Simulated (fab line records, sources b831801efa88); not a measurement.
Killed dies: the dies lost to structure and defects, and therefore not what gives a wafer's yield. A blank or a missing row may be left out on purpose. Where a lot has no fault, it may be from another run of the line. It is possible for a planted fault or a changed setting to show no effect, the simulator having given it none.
fab line records | flow sfqLine | part 2 of 2: steps 25 to 36 of 36
record: lots: 5 wafers: 15 lastDay: 92
route steps=325 shown M4@158 I4@163 JJ@178
lots with no fault: from the same line, run without faults
startH: hours from the record's first day to the start of the lot's first wafer shown | waitH: hours since the lot's step before | " the same as in the row above | L1.1+2: a row that stands for several wafers | - no value, or no start given | * or withheld: withheld | < > ~ a bound
route shown NAME@n: NAME is a module with steps in the file, n the number in the route of the first one | usual: mean/standard deviation of fault-free wafers | same: alike in all rows | chamber/n: place in a boat | sites: per-site readings | _std_site: standard deviation across them | _edge_site: the outer-site mean with the inner-site mean subtracted | radiusMm: for every site, how far away it sits from the centre of the wafer | mask NAME#n: copy n | behind: tool/chamber where the wafer was last shaped | hold: why the lot was held/for how many hours/how that ended | device: which transistor (n, p or np) failed to switch | end of line: at the end of the route, the tests of the same wafers | step lacking rows: just its recipe | killed: count of dies lost to structure and defects at first sort (not the wafer's yield) | map: per-die view of a wafer (x killed, . not killed, _ where there is no die)
set.NAME: the setting as run; set.NAME@STEP: as run at that earlier step | model.NAME: the simulator's own value behind a step, which no gauge read
lots at some steps of the route; a table a step, a row a wafer
services: a tool's chamber out of use, with start hour (startH, from the record's first day; less than 0 if before it), hours out, and reason
== steps ==
step: SFQ_TRILAYER_JJ_TRILAYER_DEP_SPUTTER_112
recipe: material: Nb basePressurePa: 1.33e-06 chamberPressurePa: 0.1333 substrateTempC: 20 targetThkNm: 170 powerW: 2000 timeS: 113.3
usual: throttleValvePct: 29.8/0.72
columns lot.wafer tool chamber startH waitH throttleValvePct
L088.2 pvdSputter-05 - 1488.40 0.5 29.5
L088.4 " - " " 30.0
L088.6 " - " " 29.6
L089.1 pvdSputter-04 - 1490.78 0.5 29.4
L089.2 " - " " 30.9
L089.4 " - " " 30.2
L092.2 pvdSputter-03 - 1501.58 0.5 29.5
L092.4 " - " " 29.2
L092.6 " - " " 30.5
L094.2 pvdSputter-05 - 1507.58 0.5 29.8
L094.4 " - " " 29.5
L094.5 " - " " 29.7
L096.2 pvdSputter-03 - 1515.32 0.5 29.0
L096.5 " - " " 29.1
L096.6 " - " " 29.9
step: SFQ_JJ_RS_MEAS_929
recipe: thkMeasGauge: four-point-probe reads: Nb_of_TRILAYER_JJ_TRILAYER_DEP_SPUTTER_112
usual: JJ_NB_RS: 1.052/0.011
columns lot.wafer tool chamber startH waitH JJ_NB_RS[ohm/sq]
L088.2 filmMetro-01 - 1488.50 0.1 1.023
L088.4 " - " " 1.057
L088.6 " - " " 1.030
L089.1 filmMetro-03 - 1490.86 0.0 1.049
L089.2 " - " " 1.045
L089.4 " - " " 1.037
L092.2 filmMetro-04 - 1501.68 0.1 1.055
L092.4 " - " " 1.053
L092.6 " - " " 1.077
L094.2 filmMetro-03 - 1507.68 0.1 1.030
L094.4 " - " " 1.039
L094.5 " - " " 1.030
L096.2 filmMetro-01 - 1515.42 0.1 1.033
L096.5 " - " " 1.036
L096.6 " - " " 1.038
step: SFQ_TRILAYER_JJ_CE_LITHO_COAT_119
recipe: resist: BARC spinRpm: 3000 resistThkNm: 62
usual: dispensePressureKPa: 50/3.5
columns lot.wafer tool chamber startH waitH dispensePressureKPa
L088.2 lithoTrack-04 0 1488.71 0.1 46
L088.4 " 0 " " 46
L088.6 " 0 " " 46
L089.1 lithoTrack-02 0 1491.04 0.1 49
L089.2 " 0 " " 49
L089.4 " 0 " " 49
L092.2 lithoTrack-03 0 1501.89 0.1 55
L092.4 " 0 " " 55
L092.6 " 0 " " 55
L094.2 lithoTrack-03 0 1507.95 0.1 55
L094.4 " 0 " " 55
L094.5 " 0 " " 55
L096.2 lithoTrack-04 0 1515.63 0.1 46
L096.5 " 0 " " 46
L096.6 " 0 " " 46
step: SFQ_TRILAYER_JJ_CE_LITHO_COAT_114
recipe: resist: KrF spinRpm: 3000 resistThkNm: 600
usual: dispensePressureKPa: 50/3.5
columns lot.wafer tool chamber startH waitH dispensePressureKPa
L088.2 lithoTrack-04 0 1489.01 0.2 46
L088.4 " 0 " " 46
L088.6 " 0 " " 46
L089.1 lithoTrack-02 0 1491.34 0.2 49
L089.2 " 0 " " 49
L089.4 " 0 " " 49
L092.2 lithoTrack-03 0 1502.19 0.2 55
L092.4 " 0 " " 55
L092.6 " 0 " " 55
L094.2 lithoTrack-03 0 1508.25 0.2 55
L094.4 " 0 " " 55
L094.5 " 0 " " 55
L096.2 lithoTrack-04 0 1515.93 0.2 46
L096.5 " 0 " " 46
L096.6 " 0 " " 46
step: SFQ_TRILAYER_JJ_CE_LITHO_SOFTBAKE_118
recipe: tempC: withheld timeS: withheld resist: KrF
columns lot.wafer tool chamber startH waitH
L088.2+4+6 lithoTrack-04 0 1489.28 0.2
L089.1+2+4 lithoTrack-02 0 1491.64 0.2
L092.2+4+6 lithoTrack-03 0 1502.47 0.2
L094.2+4+5 lithoTrack-03 0 1508.52 0.2
L096.2+5+6 lithoTrack-04 0 1516.20 0.2
step: SFQ_TRILAYER_JJ_CE_LITHO_EXPOSE_115
recipe: maskId: J5 na: 0.6 sourceShape: conventional sigmaOuter: 0.65 targetCdNm: 700 doseMj: 14.4
columns lot.wafer tool chamber startH waitH mask
L088.2+4+6 krfScanner-01 0 1497.00 - J5#0
L089.1+2+4 krfScanner-01 0 1501.60 - J5#0
L092.2+4+6 krfScanner-01 0 1516.73 - J5#0
L094.2+4+5 krfScanner-02 0 1611.43 - J5#0
L096.2+5+6 krfScanner-01 0 1623.98 - J5#0
step: SFQ_TRILAYER_JJ_CE_LITHO_PEB_117
recipe: pebTempC: 115 pebTimeS: 60 resist: KrF
columns lot.wafer tool chamber startH waitH
L088.2+4+6 lithoTrack-04 0 1498.02 0.8
L089.1+2+4 lithoTrack-04 0 1502.80 1.0
L092.2+4+6 lithoTrack-02 0 1517.76 0.8
L094.2+4+5 lithoTrack-03 0 1612.45 0.8
L096.2+5+6 lithoTrack-04 0 1625.01 0.8
step: SFQ_TRILAYER_JJ_CE_LITHO_DEVELOP_116
recipe: timeS: 60 resist: KrF
columns lot.wafer tool chamber startH waitH
L088.2+4+6 lithoTrack-04 0 1498.17 0.1
L089.1+2+4 lithoTrack-04 0 1502.95 0.1
L092.2+4+6 lithoTrack-02 0 1517.91 0.1
L094.2+4+5 lithoTrack-03 0 1612.60 0.1
L096.2+5+6 lithoTrack-04 0 1625.16 0.1
step: SFQ_JJ_OVL_MEAS_931
usual: J5_OVL: 0/5.2
columns lot.wafer tool chamber startH waitH J5_OVL[nm]
L088.2 overlay-02 - 1498.30 0.1 -9
L088.4 " - " " -6
L088.6 " - " " -5
L089.1 overlay-02 - 1503.10 0.1 -3
L089.2 " - " " -1
L089.4 " - " " -1
L092.2 overlay-02 - 1518.04 0.1 5
L092.4 " - " " 0
L092.6 " - " " -2
L094.2 overlay-02 - 1612.73 0.1 -7
L094.4 " - " " 5
L094.5 " - " " 2
L096.2 overlay-02 - 1625.29 0.1 -1
L096.5 " - " " -2
L096.6 " - " " 2
step: SFQ_TRILAYER_JJ_CE_METRO_MEASURE_117
usual: cdNm: 700.2/1.1
columns lot.wafer tool chamber startH waitH cdNm
L088.2 cdSem-02 - 1498.53 0.2 699.2
L088.4 " - " " 701.5
L088.6 " - " " 700.2
L089.1 cdSem-02 - 1503.13 0.0 700.1
L089.2 " - " " 700.0
L089.4 " - " " 698.6
L092.2 cdSem-01 - 1518.27 0.2 698.2
L092.4 " - " " 698.4
L092.6 " - " " 697.4
L094.2 cdSem-01 - 1612.96 0.2 701.9
L094.4 " - " " 701.2
L094.5 " - " " 701.4
L096.2 cdSem-01 - 1625.52 0.2 699.9
L096.5 " - " " 700.3
L096.6 " - " " 699.5
step: SFQ_TRILAYER_JJ_CE_BARC_OPEN_RIE_150
recipe: maskMaterial: PR chemistry: O2 targetDepthNm: 240 target: BARC icpW: 600 biasW: 80 pressureMtorr: 10 timeS: 80
usual: drypumpMotorCurrentA: 6.0/0.44 oesProductAu: 0.538/0.0046
columns lot.wafer tool chamber startH waitH drypumpMotorCurrentA oesProductAu rfHoursCounterH
L088.2 rieMetal-02 1 1499.53 0.8 5.9 0.535 43
L088.4 " 0 " " 6.3 0.537 -
L088.6 " 0 " " 6.2 0.536 -
L089.1 rieMetal-02 0 1504.33 1.0 6.3 0.540 96
L089.2 " 1 " " 5.9 0.536 44
L089.4 " 0 " " 6.2 0.536 -
L092.2 rieMetal-04 1 1519.27 0.8 5.1 0.540 71
L092.4 " 1 " " 5.2 0.548 -
L092.6 " 0 " " 6.4 0.544 -
L094.2 rieMetal-02 1 1613.96 0.8 5.9 0.541 61
L094.4 " 1 " " 5.9 0.531 -
L094.5 " 0 " " 6.3 0.537 -
L096.2 rieMetal-04 1 1626.52 0.8 5.1 0.529 87
L096.5 " 0 " " 6.4 0.539 -
L096.6 " 1 " " 5.1 0.536 -
step: SFQ_TRILAYER_JJ_CE_ETCH_RIE_118
recipe: target: Nb stopOn: Al2O3 maskMaterial: PR taperDeg: 13.257 overEtchFrac: 0.15 timeS: 97.7 chemistry: SF6 targetDepthNm: 170 icpW: 600 biasW: 80 pressureMtorr: 10
usual: drypumpMotorCurrentA: 6.0/0.43 oesProductAu: 0.989/0.0082
columns lot.wafer tool chamber startH waitH drypumpMotorCurrentA oesProductAu rfHoursCounterH
L088.2 rieMetal-02 1 1499.62 0.1 5.9 0.984 43
L088.4 " 0 " " 6.3 0.981 -
L088.6 " 0 " " 6.2 1.008 -
L089.1 rieMetal-02 0 1504.42 0.1 6.3 0.992 96
L089.2 " 1 " " 5.9 0.989 44
L089.4 " 0 " " 6.2 1.004 -
L092.2 rieMetal-04 1 1519.36 0.1 5.2 0.983 71
L092.4 " 1 " " 5.2 0.993 -
L092.6 " 0 " " 6.4 0.977 -
L094.2 rieMetal-02 1 1614.05 0.1 5.9 1.008 61
L094.4 " 1 " " 5.9 0.998 -
L094.5 " 0 " " 6.2 1.011 -
L096.2 rieMetal-04 1 1626.61 0.1 5.1 1.000 88
L096.5 " 0 " " 6.4 0.992 -
L096.6 " 1 " " 5.2 0.997 -
== services ==
columns tool chamber startH hours kind
cmp-01 - 1451.38 1.2 repair
cmp-01 - 1455.83 0.2 repair
krfScanner-01 - 1477.18 4.0 pm
cdSem-01 - 1478.13 1.4 pm
cdSem-01 - 1485.44 5.7 pm
rieDiel-01 2 1494.38 30.4 repair
cdSem-01 - 1503.83 1.8 pm
rieDiel-04 1 1506.79 3.6 repair
rieMetal-01 - 1517.30 0.2 repair
rieDiel-01 - 1522.92 0.5 repair
krfScanner-01 - 1526.75 1.6 repair
rieMetal-02 0 1534.17 10.0 repair
rieDiel-04 3 1543.26 13.6 repair
rieMetal-04 - 1548.16 1.5 repair
rieDiel-04 - 1548.86 0.4 repair
rieMetal-03 0 1555.83 1.6 repair
rieMetal-03 1 1555.89 18.7 repair
rieMetal-02 1 1559.61 5.3 repair
pvdSputter-04 - 1559.65 1.4 repair
rieMetal-02 - 1561.31 1.4 pm
pvdSputter-03 - 1565.18 1.0 repair
krfScanner-01 - 1588.20 1.0 pm
krfScanner-01 - 1604.93 1.3 pm
krfScanner-01 - 1626.11 19.9 repair
